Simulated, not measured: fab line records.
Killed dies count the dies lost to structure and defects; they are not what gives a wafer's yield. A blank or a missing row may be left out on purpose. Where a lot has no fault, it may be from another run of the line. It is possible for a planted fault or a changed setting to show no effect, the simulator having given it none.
fab line records | flow sky130
record: lots: 24 wafers: 72 last_day: 50
route steps=708 shown FIELD_ISO@15 NWELL@34 VT_ADJUST_HVTR@142 SONOS_ONO@183 POLY_GATE@228
lots untouched by any fault: they come from a run of this same line in which no faults occurred
start_h: hours from the record's first day to the start of the lot's first wafer shown | wait_h: hours since the lot's step before | " the same as in the row above | L1.1+2: a single row standing in for several wafers | - no value, or no start given | * or withheld: withheld | < > ~ a bound
route shown NAME@n: names a module that has steps shown in the file, with the first one's number in the route | usual: the fault-free wafers' mean and standard deviation | same: alike in all rows | chamber/n: place in a boat | sites: per-site readings | _std_site: their standard deviation | _edge_site: inner sites' mean taken away from outer sites' mean | radius_mm: how far each site lies from the wafer's centre | mask NAME#n: copy n | behind: the last tool/chamber to shape the wafer | hold: cause of the lot's hold/its duration in hours/its outcome | device: transistor that didn't switch, given as n, p or np | end of line: the same wafers' tests at the end of the route | for a step that has no rows: nothing shown but its recipe | killed: the dies lost at the first sort to structure and to defects; this is not the yield of the wafer | map: per-die view of a wafer (x killed, . not killed, _ where there is no die)
set.NAME: setting as actually run; set.NAME@STEP: the setting as run at that earlier step | model.NAME: the simulator's own value behind a step, which no gauge read
the route's steps for a sample of lots (tables are steps, rows are wafers)
services: the hour from which a tool's chamber was out of use, counted from the record's first day as start_h (under 0 if before that day), plus the number of hours and why
== steps ==
step: SKY_FIELD_ISO_ETCH_14
recipe: chemistry: N2/H2 target: BARC ion_energy_ev: 200 source_w: 500 bias_w: 100 pressure_mtorr: 30 n2_flow_sccm: 100 h2_flow_sccm: 200 stop_on: SiO2 time_s: 45.9 target_depth_a: 600
usual: drypump_motor_current_A: 5.9/0.34 oes_product_au: 0.855/0.0054 throttle_valve_pct: 13.225/0.0086
columns lot.wafer tool chamber start_h wait_h drypump_motor_current_A oes_product_au rf_hours_counter_h throttle_valve_pct
L074.1 rie_diel-04 1 29.37 0.1 5.9 0.870 169 13.210
L074.3 " 0 " " 5.5 0.854 18 13.229
L074.4 " 3 " " 5.4 0.861 137 13.224
L075.1 rie_diel-02 1 33.28 0.1 5.8 0.852 36 13.230
L075.3 " 0 " " 5.7 0.854 88 13.223
L075.4 " 3 " " 6.5 0.853 87 13.217
L076.3 rie_diel-02 3 40.62 0.1 6.5 0.863 87 13.220
L076.4 " 1 " " 5.8 0.855 37 13.219
L076.6 " 1 " " 5.8 0.860 - 13.239
L077.1 rie_diel-02 3 44.35 0.1 6.5 0.854 88 13.236
L077.5 " 3 " " 6.5 0.850 - 13.226
L077.6 " 0 " " 5.7 0.859 - 13.213
L078.1 rie_diel-03 1 50.10 0.1 6.2 0.851 139 13.231
L078.4 " 2 " " 6.4 0.854 155 13.237
L078.5 " 1 " " 6.2 0.849 - 13.220
L079.1 rie_diel-02 0 54.63 0.1 5.7 0.849 89 13.227
L079.4 " 1 " " 5.8 0.864 37 13.226
L079.5 " 2 " " 5.8 0.852 - 13.220
L080.4 rie_diel-04 0 60.57 0.0 5.5 0.856 19 13.241
L080.5 " 3 " " 5.4 0.853 - 13.218
L080.6 " 0 " " 5.5 0.857 - 13.224
L081.1 rie_diel-03 3 68.08 0.1 6.0 0.862 4 13.242
L081.2 " 0 " " 5.9 0.858 12 13.231
L081.3 " 2 " " 6.4 0.859 155 13.230
L082.1 rie_diel-04 0 70.97 0.1 5.5 0.853 19 13.230
L082.3 " 2 " " 5.9 0.860 109 13.216
L082.6 " 3 " " 5.4 0.854 - 13.217
L083.1 rie_diel-04 2 75.28 0.1 5.9 0.854 110 13.222
L083.2 " 3 " " 5.4 0.851 138 13.214
L083.6 " 3 " " 5.4 0.855 - 13.229
L084.1 rie_diel-02 2 80.30 0.1 5.8 0.856 4 13.244
L084.3 " 0 " " 5.7 0.851 89 13.224
L084.4 " 1 " " 5.8 0.865 37 13.220
L085.4 rie_diel-03 0 85.40 0.1 5.8 0.853 - 13.236
L085.5 " 1 " " 6.2 0.851 - 13.230
L085.6 " 2 " " 6.4 0.854 - 13.231
L086.1 rie_diel-03 0 91.13 0.1 5.9 0.863 12 13.235
L086.3 " 1 " " 6.2 0.849 140 13.207
L086.6 " 1 " " 6.2 0.867 - 13.202
L087.1 rie_diel-02 0 96.70 0.1 5.7 0.859 89 13.226
L087.2 " 1 " " 5.8 0.855 38 13.235
L087.6 " 1 " " 5.8 0.856 - 13.202
L088.2 rie_diel-04 0 100.27 0.1 5.5 0.845 20 13.221
L088.3 " 2 " " 5.9 0.837 110 13.241
L088.5 " 2 " " 5.9 0.854 - 13.220
L089.1 rie_diel-04 0 106.38 0.1 5.5 0.858 20 13.237
L089.2 " 1 " " 5.9 0.857 0 13.219
L089.6 " 0 " " 5.5 0.860 - 13.223
L090.1 rie_diel-04 3 112.07 0.1 5.4 0.854 139 13.232
L090.3 " 0 " " 5.5 0.855 20 13.226
L090.6 " 1 " " 5.9 0.851 - 13.226
L091.3 rie_diel-02 3 116.02 0.1 6.5 0.852 89 13.216
L091.4 " 0 " " 5.7 0.856 90 13.229
L091.5 " 3 " " 6.5 0.860 - 13.220
L092.2 rie_diel-04 3 121.03 0.1 5.4 0.853 139 13.241
L092.3 " 2 " " 5.9 0.845 110 13.221
L092.5 " 3 " " 5.4 0.857 - 13.223
L093.1 rie_diel-04 1 127.17 0.1 5.9 0.853 0 13.213
L093.2 " 2 " " 5.9 0.851 110 13.223
L093.3 " 0 " " 5.5 0.862 20 13.219
L094.2 rie_diel-03 2 132.72 0.1 6.4 0.860 157 13.210
L094.4 " 1 " " 6.2 0.854 141 13.226
L094.6 " 2 " " 6.4 0.859 - 13.225
L095.1 rie_diel-02 1 136.97 0.1 5.8 0.843 38 13.231
L095.2 " 3 " " 6.5 0.851 89 13.227
L095.4 " 2 " " 5.8 0.857 5 13.234
L096.1 rie_diel-03 2 145.27 0.1 6.4 0.853 157 13.228
L096.4 " 1 " " 6.2 0.855 141 13.231
L096.5 " 1 " " 6.2 0.861 - 13.230
L097.1 rie_diel-02 0 155.50 0.1 5.7 0.851 91 13.216
L097.4 " 1 " " 5.8 0.854 39 13.220
L097.6 " 3 " " 6.5 0.854 - 13.220
step: SKY_FIELD_ISO_ETCH_17
recipe: target_depth_a: 3420 mask_material: Si3N4 chemistry: HBr/Cl2/O2 target: Si taper_deg: 5 icp_w: 600 bias_w: 150 pressure_mtorr: 15 HBr_flow_sccm: 150 Cl2_flow_sccm: 40 O2_flow_sccm: 6 time_s: 97.7
usual: O2_flow_sccm: 5.997/0.018 drypump_motor_current_A: 5.6/0.45 oes_product_au: 1.002/0.0099 throttle_valve_pct: 25.654/0.012
columns lot.wafer tool chamber start_h wait_h O2_flow_sccm drypump_motor_current_A oes_product_au rf_hours_counter_h throttle_valve_pct
L074.1 rie_si-01 0 29.57 0.1 5.998 4.8 1.008 0 25.660
L074.3 " 1 " " 5.975 6.2 0.993 161 25.652
L074.4 " 2 " " 6.014 5.3 0.990 146 25.677
L075.1 rie_si-02 0 33.47 0.1 6.006 5.5 1.000 116 25.664
L075.3 " 2 " " 5.977 5.9 1.010 48 25.651
L075.4 " 1 " " 5.986 5.8 0.997 - 25.661
L076.3 rie_si-01 3 40.82 0.0 6.008 5.6 0.999 50 25.673
L076.4 " 0 " " 5.979 4.7 1.010 - 25.640
L076.6 " 3 " " 6.041 5.6 0.989 - 25.675
L077.1 rie_si-02 3 44.55 0.1 6.024 6.0 1.002 123 25.658
L077.5 " 1 " " 5.992 5.8 0.985 - 25.667
L077.6 " 0 " " 6.000 5.5 0.999 - 25.655
L078.1 rie_si-01 2 50.30 0.1 6.016 5.3 0.991 147 25.667
L078.4 " 0 " " 5.980 4.7 1.012 - 25.643
L078.5 " 2 " " 5.986 5.3 0.998 - 25.662
L079.1 rie_si-02 0 54.82 0.1 5.991 5.5 0.999 117 25.654
L079.4 " 3 " " 5.983 6.0 1.004 123 25.647
L079.5 " 3 " " 5.965 6.0 0.996 - 25.654
L080.4 rie_si-01 0 60.81 0.1 6.020 4.8 1.017 - 25.651
L080.5 " 2 " " 6.010 5.3 0.992 - 25.657
L080.6 " 1 " " 5.967 6.2 1.010 - 25.661
L081.1 rie_si-01 3 68.27 0.1 6.010 5.6 0.997 50 25.659
L081.2 " 2 " " 6.028 5.3 0.987 147 25.666
L081.3 " 1 " " 6.005 6.2 1.001 0 25.639
L082.1 rie_si-01 3 71.17 0.1 6.010 5.6 0.997 50 25.663
L082.3 " 0 " " 6.006 4.8 1.015 1 25.653
L082.6 " 3 " " 6.002 5.6 0.998 - 25.663
L083.1 rie_si-01 0 75.47 0.1 5.976 4.8 1.012 1 25.638
L083.2 " 1 " " 6.001 6.2 1.012 0 25.651
L083.6 " 3 " " 5.991 5.5 0.997 - 25.672
L084.1 rie_si-01 0 80.50 0.1 6.014 4.7 1.021 1 25.638
L084.3 " 1 " " 6.025 6.1 1.020 0 25.636
L084.4 " 2 " " 6.012 5.3 1.001 147 25.651
L085.4 rie_si-02 3 85.57 0.0 6.019 6.1 1.001 123 25.660
L085.5 " 1 " " 5.961 5.9 0.999 - 25.649
L085.6 " 2 " " 5.987 5.9 1.022 - 25.648
L086.1 rie_si-02 3 91.32 0.1 6.006 6.0 0.996 123 25.653
L086.3 " 1 " " 6.009 5.8 0.997 1 25.659
L086.6 " 3 " " 5.998 6.0 1.008 - 25.653
L087.1 rie_si-01 1 96.90 0.1 6.014 6.2 1.006 1 25.676
L087.2 " 0 " " 5.972 4.7 1.010 1 25.639
L087.6 " 3 " " 6.016 5.5 0.994 - 25.663
L088.2 rie_si-02 0 100.47 0.1 5.993 5.5 0.985 117 25.657
L088.3 " 2 " " 6.014 5.9 1.014 48 25.647
L088.5 " 2 " " 6.010 5.9 1.010 - 25.634
L089.1 rie_si-02 0 106.57 0.1 6.027 5.5 0.993 117 25.666
L089.2 " 1 " " 6.001 5.9 0.996 1 25.652
L089.6 " 3 " " 5.989 6.0 1.014 - 25.651
L090.1 rie_si-02 3 112.27 0.1 5.993 6.0 1.002 123 25.657
L090.3 " 0 " " 5.980 5.5 0.993 117 25.651
L090.6 " 1 " " 5.961 5.8 0.998 - 25.667
L091.3 rie_si-01 3 116.22 0.0 5.994 5.6 0.993 50 25.656
L091.4 " 1 " " 6.004 6.2 1.015 1 25.660
L091.5 " 3 " " 6.015 5.5 0.992 - 25.658
L092.2 rie_si-01 2 121.23 0.1 6.003 5.3 0.994 0 25.671
L092.3 " 0 " " 5.981 4.8 1.009 1 25.644
L092.5 " 0 " " 5.987 4.7 1.010 - 25.649
L093.1 rie_si-02 0 127.37 0.1 6.007 5.5 1.007 117 25.652
L093.2 " 3 " " 5.956 6.0 0.993 124 25.659
L093.3 " 2 " " 5.977 5.9 1.017 49 25.661
L094.2 rie_si-01 1 132.92 0.1 5.988 6.1 1.004 1 25.659
L094.4 " 3 " " 6.020 5.5 0.998 - 25.663
L094.6 " 0 " " 5.993 4.8 1.024 - 25.641
L095.1 rie_si-02 1 137.17 0.1 5.982 5.9 0.998 1 25.647
L095.2 " 3 " " 5.996 6.0 1.019 124 25.645
L095.4 " 0 " " 5.964 5.5 1.011 117 25.634
L096.1 rie_si-01 3 145.47 0.1 5.992 5.6 0.985 50 25.663
L096.4 " 2 " " 5.996 5.3 0.994 0 25.646
L096.5 " 1 " " 6.025 6.2 1.001 - 25.652
L097.1 rie_si-02 2 155.70 0.1 5.989 5.9 1.002 49 25.649
L097.4 " 1 " " 6.033 5.9 0.990 1 25.676
L097.6 " 3 " " 5.994 6.0 1.001 - 25.637
step: SKY_NWELL_THK_MEAS_02
recipe: reads: SiO2_of_NWELL_OXIDATION_01
usual: NWELL_OXIDATION_THK: 9.99/0.15
columns lot.wafer tool chamber start_h wait_h NWELL_OXIDATION_THK[nm]
L074.1 film_metro-03 - 35.13 0.0 9.95
L074.3 " - " " 9.96
L074.4 " - " " 10.06
L075.1 film_metro-04 - 40.40 0.0 9.86
L075.3 " - " " 9.85
L075.4 " - " " 9.79
L076.3 film_metro-01 - 48.71 0.0 10.09
L076.4 " - " " 10.22
L076.6 " - " " 10.17
L077.1 film_metro-01 - 51.62 0.0 9.78
L077.5 " - " " 9.98
L077.6 " - " " 9.75
L078.1 film_metro-03 - 57.74 0.0 10.17
L078.4 " - " " 9.86
L078.5 " - " " 9.89
L079.1 film_metro-01 - 62.52 0.0 9.97
L079.4 " - " " 10.01
L079.5 " - " " 10.07
L080.4 film_metro-03 - 68.06 0.0 10.00
L080.5 " - " " 10.04
L080.6 " - " " 10.08
L081.1 film_metro-04 - 74.20 0.0 9.93
L081.2 " - " " 9.96
L081.3 " - " " 9.85
L082.1 film_metro-01 - 78.35 0.0 9.85
L082.3 " - " " 9.88
L082.6 " - " " 9.93
L083.1 film_metro-01 - 83.53 0.0 9.99
L083.2 " - " " 9.91
L083.6 " - " " 10.17
L084.1 film_metro-03 - 86.41 0.0 10.04
L084.3 " - " " 9.95
L084.4 " - " " 9.84
L085.4 film_metro-01 - 93.63 0.0 10.11
L085.5 " - " " 10.21
L085.6 " - " " 10.07
L086.1 film_metro-01 - 98.76 0.0 10.18
L086.3 " - " " 10.11
L086.6 " - " " 9.97
L087.1 film_metro-03 - 104.39 0.0 10.01
L087.2 " - " " 10.02
L087.6 " - " " 10.11
L088.2 film_metro-03 - 108.14 0.0 9.86
L088.3 " - " " 10.08
L088.5 " - " " 10.05
L089.1 film_metro-04 - 114.25 0.0 9.64
L089.2 " - " " 9.92
L089.6 " - " " 9.67
L090.1 film_metro-03 - 122.38 0.0 10.10
L090.3 " - " " 9.95
L090.6 " - " " 9.88
L091.3 film_metro-03 - 130.64 0.0 9.95
L091.4 " - " " 10.01
L091.5 " - " " 9.91
L093.1 film_metro-01 - 141.90 0.0 9.98
L093.2 " - " " 10.02
L093.3 " - " " 9.98
L092.2 film_metro-03 - 141.91 0.0 9.95
L092.3 " - " " 10.05
L092.5 " - " " 9.86
L095.1 film_metro-01 - 147.02 0.0 9.83
L095.2 " - " " 9.82
L095.4 " - " " 9.86
L094.2 film_metro-03 - 147.03 0.0 9.89
L094.4 " - " " 10.01
L094.6 " - " " 10.14
L096.1 film_metro-04 - 153.03 0.0 10.22
L096.4 " - " " 9.88
L096.5 " - " " 10.17
L097.1 film_metro-03 - 161.23 0.0 10.19
L097.4 " - " " 10.25
L097.6 " - " " 10.27
step: SKY_VT_ADJUST_HVTR_TW_MEAS_11
usual: VT_ADJUST_HVTR_TW: 211.9/1.9
columns lot.wafer tool chamber start_h wait_h VT_ADJUST_HVTR_TW
L074.1 film_metro-03 - 199.24 0.1 207.5
L074.3 " - " " 208.5
L074.4 " - " " 208.9
L075.1 film_metro-01 - 206.29 0.1 212.7
L075.3 " - " " 212.9
L075.4 " - " " 211.8
L076.3 film_metro-01 - 218.41 0.1 213.3
L076.4 " - " " 212.4
L076.6 " - " " 212.5
L077.1 film_metro-04 - 222.59 0.1 213.6
L077.5 " - " " 213.3
L077.6 " - " " 213.2
L078.1 film_metro-04 - 232.51 0.1 212.5
L078.4 " - " " 213.3
L078.5 " - " " 212.8
L079.1 film_metro-03 - 237.99 0.1 209.0
L079.4 " - " " 210.1
L079.5 " - " " 209.9
L080.4 film_metro-04 - 243.42 0.1 212.6
L080.5 " - " " 213.4
L080.6 " - " " 212.3
L081.1 film_metro-04 - 252.59 0.1 211.9
L081.2 " - " " 213.5
L081.3 " - " " 212.3
L082.1 film_metro-01 - 258.41 0.1 213.4
L082.3 " - " " 213.0
L082.6 " - " " 211.9
L083.1 film_metro-03 - 271.94 0.1 208.7
L083.2 " - " " 210.8
L083.6 " - " " 210.6
L084.1 film_metro-01 - 272.03 0.1 213.5
L084.3 " - " " 214.1
L084.4 " - " " 214.7
L085.4 film_metro-03 - 280.77 0.1 208.8
L085.5 " - " " 208.6
L085.6 " - " " 209.1
L086.1 film_metro-03 - 290.39 0.1 209.9
L086.3 " - " " 208.6
L086.6 " - " " 208.1
L087.1 film_metro-01 - 297.11 0.1 213.7
L087.2 " - " " 213.3
L087.6 " - " " 213.0
L088.2 film_metro-03 - 303.85 0.1 209.4
L088.3 " - " " 209.4
L088.5 " - " " 208.6
L089.1 film_metro-01 - 313.03 0.1 214.5
L089.2 " - " " 212.5
L089.6 " - " " 213.9
L090.1 film_metro-01 - 321.36 0.1 212.9
L090.3 " - " " 213.3
L090.6 " - " " 213.3
L091.3 film_metro-01 - 334.51 0.1 214.1
L091.4 " - " " 213.5
L091.5 " - " " 213.6
L092.2 film_metro-01 - 350.10 0.1 212.4
L092.3 " - " " 213.3
L092.5 " - " " 212.8
L093.1 film_metro-03 - 350.74 0.1 209.3
L093.2 " - " " 209.3
L093.3 " - " " 208.8
L095.1 film_metro-01 - 357.41 0.1 213.7
L095.2 " - " " 211.8
L095.4 " - " " 214.0
L094.2 film_metro-04 - 358.75 0.1 212.3
L094.4 " - " " 211.8
L094.6 " - " " 211.7
L096.1 film_metro-01 - 366.55 0.1 212.8
L096.4 " - " " 213.6
L096.5 " - " " 212.7
L097.1 film_metro-04 - 377.99 0.1 214.0
L097.4 " - " " 213.3
L097.6 " - " " 213.5
step: SKY_SONOS_ONO_ETCH_15
recipe: target_depth_nm: 19.52 chemistry: CHF3/O2 source_w: 600 bias_w: 200 pressure_mtorr: 40 chf3_flow_sccm: 50 O2_flow_sccm: 5 time_s: 7.8
usual: O2_flow_sccm: 5.000/0.014 drypump_motor_current_A: 5.9/0.31 oes_product_au: 1.001/0.012 throttle_valve_pct: 8.825/0.01
columns lot.wafer tool chamber start_h wait_h O2_flow_sccm drypump_motor_current_A oes_product_au rf_hours_counter_h throttle_valve_pct
L074.1 rie_diel-01 3 275.96 0.0 5.012 6.2 0.994 80 8.803
L074.3 " 1 " " 4.991 6.2 0.978 116 8.823
L074.4 " 2 " " 5.029 5.6 1.002 0 8.797
L075.1 rie_diel-03 2 280.58 0.0 4.978 6.4 0.993 3 8.831
L075.3 " 0 " " 4.983 5.9 0.996 17 8.823
L075.4 " 0 " " 4.978 5.9 0.997 - 8.820
L076.3 rie_diel-03 2 296.56 0.0 5.017 6.3 0.994 3 8.837
L076.4 " 1 " " 4.974 6.2 0.992 0 8.805
L076.6 " 3 " " 4.993 6.0 0.999 - 8.837
L077.1 rie_diel-04 1 299.54 0.0 4.990 5.9 1.022 3 8.846
L077.5 " 1 " " 4.997 5.9 1.015 - 8.830
L077.6 " 0 " " 4.986 5.5 0.998 - 8.829
L078.1 rie_diel-04 3 314.41 0.0 4.975 5.4 0.989 1 8.838
L078.4 " 1 " " 5.010 5.9 1.012 4 8.837
L078.5 " 3 " " 4.959 5.4 0.995 - 8.814
L079.1 rie_diel-04 3 318.31 0.0 5.009 5.3 1.017 1 8.839
L079.4 " 1 " " 5.016 5.9 1.017 4 8.821
L079.5 " 0 " " 5.007 5.4 0.999 - 8.824
L080.4 rie_diel-04 3 325.79 0.0 4.995 5.4 0.998 2 8.822
L080.5 " 1 " " 5.012 5.9 1.010 - 8.816
L080.6 " 0 " " 4.995 5.5 0.991 - 8.820
L081.1 rie_diel-04 0 338.86 0.0 4.992 5.5 0.999 23 8.817
L081.2 " 1 " " 4.995 5.9 1.019 4 8.829
L081.3 " 2 " " 4.992 5.9 1.014 114 8.827
L082.1 rie_diel-01 0 340.89 0.0 5.001 5.6 0.998 92 8.840
L082.3 " 3 " " 4.996 6.2 0.999 82 8.826
L082.6 " 1 " " 5.006 6.1 0.989 - 8.823
L083.1 rie_diel-01 2 355.01 0.0 4.984 5.6 1.006 2 8.830
L083.2 " 1 " " 4.970 6.2 0.984 118 8.811
L083.6 " 2 " " 5.015 5.6 1.006 - 8.833
L084.1 rie_diel-03 3 355.66 0.0 5.011 6.0 1.006 10 8.816
L084.3 " 2 " " 4.999 6.3 1.016 5 8.833
L084.4 " 1 " " 4.995 6.2 1.019 1 8.830
L085.4 rie_diel-01 2 364.60 0.0 4.984 5.6 1.011 - 8.823
L085.5 " 0 " " 4.991 5.7 0.995 - 8.837
L085.6 " 3 " " 5.006 6.2 1.003 - 8.832
L086.1 rie_diel-01 2 378.69 0.0 5.028 5.6 0.990 2 8.803
L086.3 " 3 " " 5.004 6.2 0.994 82 8.819
L086.6 " 3 " " 5.000 6.2 0.995 - 8.811
L087.1 rie_diel-04 2 384.01 0.0 5.001 5.9 1.006 0 8.827
L087.2 " 3 " " 4.981 5.4 1.009 2 8.811
L087.6 " 0 " " 4.975 5.5 1.003 - 8.817
L088.2 rie_diel-03 3 391.41 0.0 4.983 6.0 0.984 11 8.816
L088.3 " 0 " " 5.021 5.9 1.001 19 8.830
L088.5 " 3 " " 5.006 6.0 0.981 - 8.813
L089.1 rie_diel-03 1 400.56 0.0 4.987 6.2 1.002 2 8.827
L089.2 " 2 " " 4.994 6.4 0.989 6 8.832
L089.6 " 2 " " 4.981 6.4 0.996 - 8.818
L090.1 rie_diel-01 1 412.66 0.0 4.998 6.1 0.976 1 8.806
L090.3 " 3 " " 5.024 6.2 1.001 83 8.818
L090.6 " 2 " " 5.019 5.5 0.991 - 8.813
L091.3 rie_diel-03 0 426.86 0.0 5.000 5.8 0.998 20 8.831
L091.4 " 3 " " 5.005 6.0 0.990 11 8.829
L091.5 " 1 " " 4.991 6.2 1.015 - 8.844
L092.2 rie_diel-04 3 442.44 0.0 5.009 5.4 1.011 3 8.832
L092.3 " 1 " " 5.005 5.9 1.028 6 8.853
L092.5 " 0 " " 4.987 5.4 1.003 - 8.814
L093.1 rie_diel-03 2 443.64 0.0 4.997 6.4 1.005 7 8.826
L093.2 " 0 " " 4.988 5.8 1.012 20 8.824
L093.3 " 3 " " 5.023 6.0 1.001 11 8.821
L095.1 rie_diel-01 0 449.41 0.0 4.982 5.7 0.995 94 8.825
L095.2 " 2 " " 4.996 5.6 0.987 4 8.808
L095.4 " 3 " " 5.013 6.2 1.005 84 8.830
L094.2 rie_diel-04 3 454.36 0.0 5.013 5.4 1.012 3 8.829
L094.4 " 0 " " 4.984 5.4 1.006 25 8.835
L094.6 " 2 " " 4.991 5.9 1.004 - 8.834
L096.1 rie_diel-04 2 462.71 0.0 5.002 5.9 1.009 1 8.822
L096.4 " 0 " " 4.990 5.5 1.003 25 8.840
L096.5 " 3 " " 5.007 5.3 1.005 - 8.831
L097.1 rie_diel-01 0 473.66 0.0 5.004 5.6 0.998 94 8.826
L097.4 " 3 " " 4.988 6.2 0.991 84 8.814
L097.6 " 1 " " 5.012 6.2 0.977 - 8.814
step: SKY_POLY_GATE_OVL_MEAS_14
usual: POLY_GATE_OVL: 1/5.7
columns lot.wafer tool chamber start_h wait_h POLY_GATE_OVL[nm]
L074.1 overlay-01 - 364.60 0.1 6
L074.3 " - " " 4
L074.4 " - " " 7
L075.1 overlay-01 - 369.61 0.1 9
L075.3 " - " " 8
L075.4 " - " " 9
L076.3 overlay-01 - 385.06 0.1 7
L076.4 " - " " 6
L076.6 " - " " 9
L077.1 overlay-02 - 390.22 0.1 7
L077.5 " - " " 1
L077.6 " - " " 4
L078.1 overlay-01 - 407.25 0.1 -3
L078.4 " - " " -3
L078.5 " - " " -5
L079.1 overlay-02 - 412.62 0.1 10
L079.4 " - " " 8
L079.5 " - " " 10
L080.4 overlay-01 - 422.17 0.1 -3
L080.5 " - " " -3
L080.6 " - " " -4
L081.1 overlay-02 - 430.75 0.1 -5
L081.2 " - " " 2
L081.3 " - " " 0
L082.1 overlay-01 - 437.17 0.1 -7
L082.3 " - " " -4
L082.6 " - " " 3
L083.1 overlay-01 - 451.55 0.1 7
L083.2 " - " " 3
L083.6 " - " " 2
L084.1 overlay-01 - 452.35 0.1 1
L084.3 " - " " 0
L084.4 " - " " 3
L085.4 overlay-02 - 462.87 0.1 7
L085.5 " - " " 5
L085.6 " - " " 7
L086.1 overlay-02 - 477.00 0.1 0
L086.3 " - " " 0
L086.6 " - " " 3
L087.1 overlay-02 - 483.52 0.1 4
L087.2 " - " " 0
L087.6 " - " " 4
L088.2 overlay-02 - 490.46 0.1 -1
L088.3 " - " " -1
L088.5 " - " " -3
L089.1 overlay-02 - 500.72 0.1 6
L089.2 " - " " 1
L089.6 " - " " 5
L090.1 overlay-02 - 511.17 0.1 -1
L090.3 " - " " -3
L090.6 " - " " 3
L091.3 overlay-02 - 525.93 0.1 4
L091.4 " - " " 0
L091.5 " - " " -9
L092.2 overlay-01 - 542.06 0.1 6
L092.3 " - " " 0
L092.5 " - " " 4
L093.1 overlay-01 - 542.40 0.1 -1
L093.2 " - " " -2
L093.3 " - " " -4
L095.1 overlay-02 - 547.05 0.1 -8
L095.2 " - " " 3
L095.4 " - " " -1
L094.2 overlay-02 - 552.81 0.1 -8
L094.4 " - " " -11
L094.6 " - " " -8
L096.1 overlay-01 - 559.70 0.1 -8
L096.4 " - " " -8
L096.5 " - " " -1
L097.1 overlay-01 - 571.55 0.1 -7
L097.4 " - " " -8
L097.6 " - " " -10
== services ==
columns tool chamber start_h hours kind
rie_si-01 3 42.81 19.4 repair
rie_diel-03 3 76.31 11.7 repair
rie_diel-04 3 87.67 10.2 repair
rie_si-01 0 103.78 3.8 repair
rie_si-01 2 132.81 7.1 repair
rie_si-01 2 166.00 2.1 repair
rie_diel-03 1 221.60 2.7 repair
rie_diel-03 2 221.81 6.1 repair
rie_diel-03 3 222.82 45.8 repair
rie_diel-04 - 229.59 15.6 pm
rie_diel-03 - 242.37 0.4 repair
rie_diel-03 - 253.59 2.8 pm
rie_si-01 - 269.42 14.6 pm
rie_diel-03 1 298.64 10.0 repair
rie_diel-04 - 323.19 0.5 repair
rie_diel-03 - 327.34 1.0 repair
rie_diel-04 3 333.85 4.2 repair
rie_diel-04 3 338.81 21.7 repair
rie_diel-04 - 358.81 2.8 pm
rie_diel-04 2 407.76 9.2 repair
rie_si-01 - 410.81 0.2 repair
rie_diel-04 3 418.48 1.6 repair
rie_si-01 0 440.18 6.1 repair
rie_diel-04 3 455.19 2.9 repair
== key ==
fault none
